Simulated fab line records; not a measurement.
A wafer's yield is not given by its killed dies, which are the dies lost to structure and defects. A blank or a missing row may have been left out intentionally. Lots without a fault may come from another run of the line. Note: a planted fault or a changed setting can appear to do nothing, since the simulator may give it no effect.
The tool behind it: which one?    flow gf180mcu    Sampling: 13 lots, 39 wafers, 6 of 602 route steps

== WHAT THE GAUGES READ, wafer by wafer ==
GF_POLY_GATE_CD_MEAS_10: target cd 280 nm. Usual: cdNm 280.0 nm, standard deviation 1.3.
lot   measured      on        cdNm (nm)          flag
L828  day 9 11:35   cdSem-02  279.3 279.7 280.0  
L829  day 9 19:14   cdSem-02  280.8 280.5 281.4  
L830  day 10 00:46  cdSem-02  281.7 280.8 279.7  
L831  day 10 09:54  cdSem-02  278.5 280.2 278.6  
L832  day 10 18:05  cdSem-02  281.0 280.1 280.0  
L838  day 12 15:19  cdSem-02  279.2 279.1 278.3  
L839  day 12 21:55  cdSem-02  280.6 280.3 281.0  
L843  day 14 05:23  cdSem-01  278.3 278.0 280.1  
L845  day 14 16:52  cdSem-01  279.2 279.1 279.8  
L847  day 15 07:28  cdSem-01  280.4 281.2 281.6  
L848  day 15 14:17  cdSem-02  280.2 280.4 279.5  
L849  day 15 20:35  cdSem-02  280.2 278.6 278.6  
L850  day 16 05:52  cdSem-02  281.6 281.6 281.1  

GF_HV_LDD_CD_MEAS_19: target cd 400 nm. Usual: cdNm 399.5 nm, standard deviation 2.5.
lot   measured      on        cdNm (nm)          flag
L828  day 11 02:23  cdSem-02  403.6 402.1 402.4  
L829  day 11 10:01  cdSem-02  403.5 401.9 404.0  
L830  day 11 15:56  cdSem-02  400.4 401.3 402.9  
L831  day 12 03:06  cdSem-02  396.9 398.4 397.1  
L832  day 12 09:55  cdSem-02  401.9 401.8 401.3  
L838  day 14 10:31  cdSem-02  - - -              OFF
L839  day 14 17:05  cdSem-01  395.6 394.5 395.4  
L843  day 16 02:42  cdSem-01  398.6 399.7 399.7  
L845  day 16 14:21  cdSem-01  399.8 397.5 400.3  
L847  day 17 05:59  cdSem-01  398.9 400.2 396.2  
L848  day 17 15:20  cdSem-02  398.8 399.1 400.5  
L849  day 17 21:32  cdSem-01  397.2 397.9 395.6  
L850  day 18 06:22  cdSem-02  401.5 400.9 401.0  

GF_HV_LDD_TW_MEAS_23. Usual: HV_LDD_2_TW typically reads 1050, with standard deviation 12.
lot   measured      on            HV_LDD_2_TW     flag
L828  day 11 02:48  filmMetro-04  1067 1061 1061  
L829  day 11 10:25  filmMetro-03  1054 1056 1054  
L830  day 11 16:21  filmMetro-01  1037 1031 1034  
L831  day 12 03:31  filmMetro-01  1030 1028 1027  
L832  day 12 10:19  filmMetro-03  1052 1053 1053  
L838  day 14 10:55  filmMetro-04  30 30 30        OFF
L839  day 14 17:28  filmMetro-04  1061 1058 1067  
L843  day 16 03:07  filmMetro-03  1053 1053 1053  
L845  day 16 14:46  filmMetro-03  1055 1058 1050  
L847  day 17 06:22  filmMetro-04  1058 1064 1054  
L848  day 17 15:45  filmMetro-01  1036 1033 1032  
L849  day 17 21:55  filmMetro-04  1061 1062 1063  
L850  day 18 06:46  filmMetro-01  1038 1039 1036  

GF_HV_LDD_TW_MEAS_50. Usual: HV_LDD_4_TW typically reads 567, with standard deviation 7.1.
lot   measured      on            HV_LDD_4_TW     flag
L828  day 12 18:01  filmMetro-01  557 557 555     
L829  day 13 02:34  filmMetro-04  571 569 571     
L830  day 13 08:36  filmMetro-04  575 573 572     
L831  day 13 19:46  filmMetro-01  556 556 557     
L832  day 14 04:11  filmMetro-03  567 569 569     
L838  day 16 07:12  filmMetro-03  1095 1093 1101  OFF
L839  day 16 13:44  filmMetro-04  575 574 574     
L843  day 18 01:42  filmMetro-03  574 574 571     
L845  day 18 14:00  filmMetro-03  571 575 572     
L847  day 19 06:41  filmMetro-04  571 573 572     
L848  day 19 17:09  filmMetro-04  569 574 572     
L849  day 19 22:55  filmMetro-01  555 557 561     
L850  day 20 08:30  filmMetro-04  576 578 577     

GF_PSD_RS_MEAS_14: a four-point-probe measurement. Usual: NSD_RS typically reads 46.16 ohm/sq, with standard deviation 0.092.
lot   measured      on            NSD_RS (ohm/sq)    flag
L828  day 14 14:47  filmMetro-04  46.11 46.25 46.12  
L829  day 15 01:14  filmMetro-01  46.08 46.14 46.21  
L830  day 15 07:54  filmMetro-01  46.21 46.19 46.22  
L831  day 15 18:30  filmMetro-01  46.26 46.30 46.32  
L832  day 16 03:00  filmMetro-02  46.09 46.12 46.13  
L839  day 18 17:05  filmMetro-01  46.23 46.13 46.25  
L843  day 20 06:59  filmMetro-04  46.12 46.08 46.04  
L845  day 20 18:15  filmMetro-02  46.04 46.11 46.13  
L847  day 21 11:13  filmMetro-04  46.16 46.10 46.17  
L848  day 21 22:12  filmMetro-01  46.23 46.18 46.04  
L849  day 22 02:49  filmMetro-04  46.30 46.20 46.24  
L850  day 22 11:55  filmMetro-01  46.27 46.24 46.25  

== WHICH TOOL RAN EACH LOT (tool, then ch and the chambers of the sampled wafers, then the start) ==
lot   GF_HV_LDD_EXPOSE_16
L828  ilineStepper-01 ch 0, day 10 16:56
L829  ilineStepper-02 ch 0, day 11 00:53
L830  ilineStepper-01 ch 0, day 11 07:07
L831  ilineStepper-02 ch 0, day 11 17:16
L832  ilineStepper-01 ch 0, day 12 00:38
L838  ilineStepper-01 ch 0, day 14 00:02
L839  ilineStepper-01 ch 0, day 14 07:02
L843  ilineStepper-02 ch 0, day 15 16:08
L845  ilineStepper-01 ch 0, day 16 03:14
L847  ilineStepper-01 ch 0, day 16 18:43
L848  ilineStepper-01 ch 0, day 17 03:27
L849  ilineStepper-02 ch 0, day 17 09:10
L850  ilineStepper-02 ch 0, day 17 18:43
- GF_HV_LDD_EXPOSE_16: exposes mask Pplus LV AREA, target cd 400 nm.

== WHAT THE TOOLS THEMSELVES READ (means of the sampled wafers that have a number; where no wafer has one, the mark that the record gives instead) ==
The record holds no such reading with a usual standard deviation.

== THE ANSWER, worked out from the rows above alone ==
Rule: a lot counts as off when the mean over its wafers that have a number is more than 3 standard deviations away from the usual mean. A lot without any number at a reading at which 4 lots or more have one is off too. Any other lot the step has rows for is counted as sound. First the gauges in route order, then the tools' own readings, where a lot's mean is used as printed above. At the first step where some lot is off, the reading lying furthest off is the one used; lots without a number count as furthest.
Off: L838 (GF_HV_LDD_CD_MEAS_19, cdNm). Without a number there: L838.
A tool fits if, at a process step before that reading, it ran every lot that is off, and no sound lot after the first of them. Not tried: the gauges at GF_HV_LDD_CD_MEAS_19; whatever is off there is also off at GF_HV_LDD_TW_MEAS_23, on other tools, and gauge error can't account for it. Not one of the candidates tried fits.

== WHAT THE SIMULATOR HAD INSERTED ==
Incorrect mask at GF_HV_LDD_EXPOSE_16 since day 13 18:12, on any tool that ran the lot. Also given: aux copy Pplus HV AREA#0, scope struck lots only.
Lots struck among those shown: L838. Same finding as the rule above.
